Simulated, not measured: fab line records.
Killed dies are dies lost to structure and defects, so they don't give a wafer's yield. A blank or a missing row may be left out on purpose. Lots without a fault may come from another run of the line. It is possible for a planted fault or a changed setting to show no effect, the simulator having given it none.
Which tool was responsible? / flow sky130 / 27 wafers from 9 lots sampled at 6 of the route's 708 steps

## WHAT EACH GAUGE READ, for each wafer
SKY_METAL5_RS_MEAS_05: a four-point-probe measurement. Usual: METAL5_ALCU_RS 0.02705 ohm/sq, standard deviation 0.00025.
lot=L418; measured=day 43 19:10; on=film metro-04; METAL5_ALCU_RS (ohm/sq)=0.02752 0.0274 0.0272; flag=
lot=L420; measured=day 44 04:54; on=film metro-01; METAL5_ALCU_RS (ohm/sq)=0.02675 0.02686 0.02704; flag=
lot=L421; measured=day 44 10:53; on=film metro-02; METAL5_ALCU_RS (ohm/sq)=0.03153 0.02697 0.02687; flag=OFF
lot=L422; measured=day 45 01:39; on=film metro-02; METAL5_ALCU_RS (ohm/sq)=0.02684 0.02675 0.03156; flag=OFF
lot=L431; measured=day 47 05:12; on=film metro-02; METAL5_ALCU_RS (ohm/sq)=0.02724 0.02709 0.02756; flag=
lot=L433; measured=day 47 13:32; on=film metro-02; METAL5_ALCU_RS (ohm/sq)=0.02692 0.02715 0.02732; flag=
lot=L434; measured=day 47 17:24; on=film metro-01; METAL5_ALCU_RS (ohm/sq)=0.02723 0.02717 0.02707; flag=
lot=L436; measured=day 48 03:40; on=film metro-04; METAL5_ALCU_RS (ohm/sq)=0.02688 0.02695 0.02697; flag=
lot=L438; measured=day 49 04:04; on=film metro-02; METAL5_ALCU_RS (ohm/sq)=0.02671 0.02669 0.02676; flag=

SKY_METAL5_THK_MEAS_06: measures by xrf. Usual: METAL5_ALCU_THK 1148 nm, standard deviation 16.
lot=L418; measured=day 43 19:17; on=film metro-04; METAL5_ALCU_THK (nm)=1150 1154 1159; flag=
lot=L420; measured=day 44 05:00; on=film metro-01; METAL5_ALCU_THK (nm)=1170 1160 1156; flag=
lot=L421; measured=day 44 11:00; on=film metro-02; METAL5_ALCU_THK (nm)=978 1136 1142; flag=OFF
lot=L422; measured=day 45 01:45; on=film metro-02; METAL5_ALCU_THK (nm)=1138 1143 970; flag=OFF
lot=L431; measured=day 47 05:18; on=film metro-02; METAL5_ALCU_THK (nm)=1121 1129 1116; flag=
lot=L433; measured=day 47 13:40; on=film metro-02; METAL5_ALCU_THK (nm)=1141 1125 1122; flag=
lot=L434; measured=day 47 17:31; on=film metro-01; METAL5_ALCU_THK (nm)=1136 1142 1146; flag=
lot=L436; measured=day 48 03:47; on=film metro-04; METAL5_ALCU_THK (nm)=1168 1165 1156; flag=
lot=L438; measured=day 49 04:11; on=film metro-02; METAL5_ALCU_THK (nm)=1149 1138 1142; flag=

## WHAT TOOL EACH LOT RAN ON (gives the tool, then ch and the chambers of the sampled wafers, and finally the start)
lot=L418; SKY_CAP2M_CVD_00=pecvd-02 ch 0,1,2, day 40 18:04; SKY_CAP2M_STRIP_14=plasma asher-03 ch 0,1, day 41 17:52; SKY_VIA4_CMP_21=cmp-02 ch 0,1,3, day 43 18:42; SKY_METAL5_SPUTTER_02=pvd sputter-04, day 43 19:03
lot=L420; SKY_CAP2M_CVD_00=pecvd-02 ch 0,1,2, day 41 05:31; SKY_CAP2M_STRIP_14=plasma asher-03 ch 0,1, day 42 04:55; SKY_VIA4_CMP_21=cmp-02 ch 0,1,2, day 44 04:30; SKY_METAL5_SPUTTER_02=pvd sputter-04, day 44 04:45
lot=L421; SKY_CAP2M_CVD_00=pecvd-04 ch 0,1,2, day 41 11:55; SKY_CAP2M_STRIP_14=plasma asher-02 ch 0, day 42 10:23; SKY_VIA4_CMP_21=cmp-02 ch 1,2, day 44 10:25; SKY_METAL5_SPUTTER_02=pvd sputter-04, day 44 10:46
lot=L422; SKY_CAP2M_CVD_00=pecvd-01 ch 0,2, day 42 00:35; SKY_CAP2M_STRIP_14=plasma asher-02 ch 0,1, day 43 00:10; SKY_VIA4_CMP_21=cmp-02 ch 0,3, day 45 01:09; SKY_METAL5_SPUTTER_02=pvd sputter-04, day 45 01:29
lot=L431; SKY_CAP2M_CVD_00=pecvd-02 ch 0,1,2, day 44 10:50; SKY_CAP2M_STRIP_14=plasma asher-01 ch 0,1, day 45 08:16; SKY_VIA4_CMP_21=cmp-02 ch 2,3, day 47 04:40; SKY_METAL5_SPUTTER_02=pvd sputter-02, day 47 05:02
lot=L433; SKY_CAP2M_CVD_00=pecvd-04 ch 0,2, day 44 21:10; SKY_CAP2M_STRIP_14=plasma asher-03 ch 0,1, day 45 17:59; SKY_VIA4_CMP_21=cmp-02 ch 0,1, day 47 13:04; SKY_METAL5_SPUTTER_02=pvd sputter-04, day 47 13:25
lot=L434; SKY_CAP2M_CVD_00=pecvd-02 ch 0,1,2, day 44 23:58; SKY_CAP2M_STRIP_14=plasma asher-03 ch 0,1, day 45 21:56; SKY_VIA4_CMP_21=cmp-01 ch 0,3, day 47 16:55; SKY_METAL5_SPUTTER_02=pvd sputter-04, day 47 17:16
lot=L436; SKY_CAP2M_CVD_00=pecvd-04 ch 0,1, day 45 12:32; SKY_CAP2M_STRIP_14=plasma asher-03 ch 0,1, day 46 09:04; SKY_VIA4_CMP_21=cmp-01 ch 1,2,3, day 48 03:20; SKY_METAL5_SPUTTER_02=pvd sputter-03, day 48 03:32
lot=L438; SKY_CAP2M_CVD_00=pecvd-04 ch 1,2, day 46 15:28; SKY_CAP2M_STRIP_14=plasma asher-02 ch 0,1, day 47 11:01; SKY_VIA4_CMP_21=cmp-02 ch 0,1,2, day 49 03:38; SKY_METAL5_SPUTTER_02=pvd sputter-04, day 49 03:56
- SKY_CAP2M_CVD_00: deposits SiO2, target thk 15.5 nm.
- SKY_CAP2M_STRIP_14: strips in O2/N2.
- SKY_VIA4_CMP_21: polishes, stops on SiO2, t overpolish 25 s, target thk 0 nm.
- SKY_METAL5_SPUTTER_02: material AlCu, target thk 1150 nm, time 61.2 s.

## AS READ BY THE TOOLS THEMSELVES (means over the sampled wafers that have a number; for cases with no such wafer, the mark the record gives instead)
SKY_CAP2M_CVD_00. Usual: heater power outer w 421 W, standard deviation 63; heater power w 705 W, standard deviation 98; susceptor temp C 400.02 C, standard deviation 0.21.
lot=L418; tool=pecvd-02; heater power outer w (W)=440; heater power w (W)=767; susceptor temp C (C)=399.95; flag=
lot=L420; tool=pecvd-02; heater power outer w (W)=414; heater power w (W)=715; susceptor temp C (C)=400.04; flag=
lot=L421; tool=pecvd-04; heater power outer w (W)=397; heater power w (W)=666; susceptor temp C (C)=400.00; flag=
lot=L422; tool=pecvd-01; heater power outer w (W)=380; heater power w (W)=647; susceptor temp C (C)=400.17; flag=
lot=L431; tool=pecvd-02; heater power outer w (W)=430; heater power w (W)=736; susceptor temp C (C)=400.13; flag=
lot=L433; tool=pecvd-04; heater power outer w (W)=368; heater power w (W)=663; susceptor temp C (C)=399.97; flag=
lot=L434; tool=pecvd-02; heater power outer w (W)=443; heater power w (W)=760; susceptor temp C (C)=399.98; flag=
lot=L436; tool=pecvd-04; heater power outer w (W)=464; heater power w (W)=716; susceptor temp C (C)=399.90; flag=
lot=L438; tool=pecvd-04; heater power outer w (W)=452; heater power w (W)=712; susceptor temp C (C)=400.04; flag=

SKY_CAP2M_STRIP_14. Usual: drypump motor current A 5.9 A, standard deviation 0.39; n2 flow sccm 299.9 sccm, standard deviation 1.1; oes product au 0.710 a.u., standard deviation 0.0043; strip time to endpoint s 12.66 s, standard deviation 0.051.
lot=L418; tool=plasma asher-03; drypump motor current A (A)=5.7; n2 flow sccm (sccm)=298.6; oes product au (a.u.)=0.708; strip time to endpoint s (s)=12.66; flag=
lot=L420; tool=plasma asher-03; drypump motor current A (A)=5.7; n2 flow sccm (sccm)=299.8; oes product au (a.u.)=0.712; strip time to endpoint s (s)=12.62; flag=
lot=L421; tool=plasma asher-02; drypump motor current A (A)=5.2; n2 flow sccm (sccm)=299.2; oes product au (a.u.)=0.708; strip time to endpoint s (s)=12.60; flag=
lot=L422; tool=plasma asher-02; drypump motor current A (A)=5.8; n2 flow sccm (sccm)=299.9; oes product au (a.u.)=0.709; strip time to endpoint s (s)=12.67; flag=
lot=L431; tool=plasma asher-01; drypump motor current A (A)=6.2; n2 flow sccm (sccm)=300.7; oes product au (a.u.)=0.706; strip time to endpoint s (s)=12.68; flag=
lot=L433; tool=plasma asher-03; drypump motor current A (A)=5.7; n2 flow sccm (sccm)=300.2; oes product au (a.u.)=0.715; strip time to endpoint s (s)=12.69; flag=
lot=L434; tool=plasma asher-03; drypump motor current A (A)=5.7; n2 flow sccm (sccm)=298.4; oes product au (a.u.)=0.712; strip time to endpoint s (s)=12.65; flag=
lot=L436; tool=plasma asher-03; drypump motor current A (A)=5.7; n2 flow sccm (sccm)=300.5; oes product au (a.u.)=0.712; strip time to endpoint s (s)=12.66; flag=
lot=L438; tool=plasma asher-02; drypump motor current A (A)=5.5; n2 flow sccm (sccm)=300.2; oes product au (a.u.)=0.710; strip time to endpoint s (s)=12.81; flag=

SKY_VIA4_CMP_21. Usual: motor current A 10.9 A, standard deviation 0.96; overpolish run s 24.999 s, standard deviation 0.0078; retaining ring pressure frac 1.000, standard deviation 0.0049; slurry filter dp kPa 13.50 kPa, standard deviation 0.14; time to endpoint s 122 s, standard deviation 3.4.
lot=L418; tool=cmp-02; motor current A (A)=11.1; overpolish run s (s)=25.003; retaining ring pressure frac=0.994; slurry filter dp kPa (kPa)=13.59; time to endpoint s (s)=125; flag=
lot=L420; tool=cmp-02; motor current A (A)=11.6; overpolish run s (s)=24.999; retaining ring pressure frac=0.999; slurry filter dp kPa (kPa)=13.55; time to endpoint s (s)=122; flag=
lot=L421; tool=cmp-02; motor current A (A)=11.5; overpolish run s (s)=24.994; retaining ring pressure frac=0.996; slurry filter dp kPa (kPa)=13.58; time to endpoint s (s)=118; flag=
lot=L422; tool=cmp-02; motor current A (A)=10.9; overpolish run s (s)=24.995; retaining ring pressure frac=0.997; slurry filter dp kPa (kPa)=13.59; time to endpoint s (s)=122; flag=
lot=L431; tool=cmp-02; motor current A (A)=10.5; overpolish run s (s)=24.993; retaining ring pressure frac=0.996; slurry filter dp kPa (kPa)=13.53; time to endpoint s (s)=122; flag=
lot=L433; tool=cmp-02; motor current A (A)=11.8; overpolish run s (s)=24.992; retaining ring pressure frac=0.998; slurry filter dp kPa (kPa)=13.51; time to endpoint s (s)=122; flag=
lot=L434; tool=cmp-01; motor current A (A)=10.7; overpolish run s (s)=25.006; retaining ring pressure frac=1.000; slurry filter dp kPa (kPa)=13.40; time to endpoint s (s)=125; flag=
lot=L436; tool=cmp-01; motor current A (A)=11.0; overpolish run s (s)=25.005; retaining ring pressure frac=1.003; slurry filter dp kPa (kPa)=13.43; time to endpoint s (s)=124; flag=
lot=L438; tool=cmp-02; motor current A (A)=11.7; overpolish run s (s)=24.998; retaining ring pressure frac=1.004; slurry filter dp kPa (kPa)=13.49; time to endpoint s (s)=128; flag=

SKY_METAL5_SPUTTER_02. Usual: cathode dc power W 10600 W, standard deviation 2; throttle valve pct 30.3 %, standard deviation 0.91.
lot=L418; tool=pvd sputter-04; cathode dc power W (W)=10599; throttle valve pct (%)=30.8; flag=
lot=L420; tool=pvd sputter-04; cathode dc power W (W)=10599; throttle valve pct (%)=30.0; flag=
lot=L421; tool=pvd sputter-04; cathode dc power W (W)=10075; throttle valve pct (%)=29.4; flag=OFF
lot=L422; tool=pvd sputter-04; cathode dc power W (W)=10076; throttle valve pct (%)=30.8; flag=OFF
lot=L431; tool=pvd sputter-02; cathode dc power W (W)=10600; throttle valve pct (%)=30.8; flag=
lot=L433; tool=pvd sputter-04; cathode dc power W (W)=10600; throttle valve pct (%)=30.9; flag=
lot=L434; tool=pvd sputter-04; cathode dc power W (W)=10599; throttle valve pct (%)=30.1; flag=
lot=L436; tool=pvd sputter-03; cathode dc power W (W)=10600; throttle valve pct (%)=30.7; flag=
lot=L438; tool=pvd sputter-04; cathode dc power W (W)=10599; throttle valve pct (%)=30.2; flag=

## THE ANSWER, worked out from the rows above alone
Rule: a lot is off if the mean of its wafers that have a number lies more than 3 standard deviations from the usual mean. A lot without any number at a reading at which 4 lots or more have one is off too. Any other lot the step has rows for is counted as sound. After the gauges, taken in route order, come the tools' own readings; for these a lot's mean is taken, as printed above. At the first step where some lot is off, the reading lying furthest off is the one used; lots without a number count as furthest.
Off: L421, L422, seen at SKY_METAL5_RS_MEAS_05 (METAL5_ALCU_RS).
A tool fits if, at a process step before that reading, it ran every lot that is off, and no sound lot after the first of them. Not tried: the gauges at SKY_METAL5_RS_MEAS_05; whatever is off there is also off at SKY_METAL5_SPUTTER_02, on other tools, and gauge error can't account for it. Of those tried, none fits.

## WHAT WAS PUT IN BY THE SIMULATOR
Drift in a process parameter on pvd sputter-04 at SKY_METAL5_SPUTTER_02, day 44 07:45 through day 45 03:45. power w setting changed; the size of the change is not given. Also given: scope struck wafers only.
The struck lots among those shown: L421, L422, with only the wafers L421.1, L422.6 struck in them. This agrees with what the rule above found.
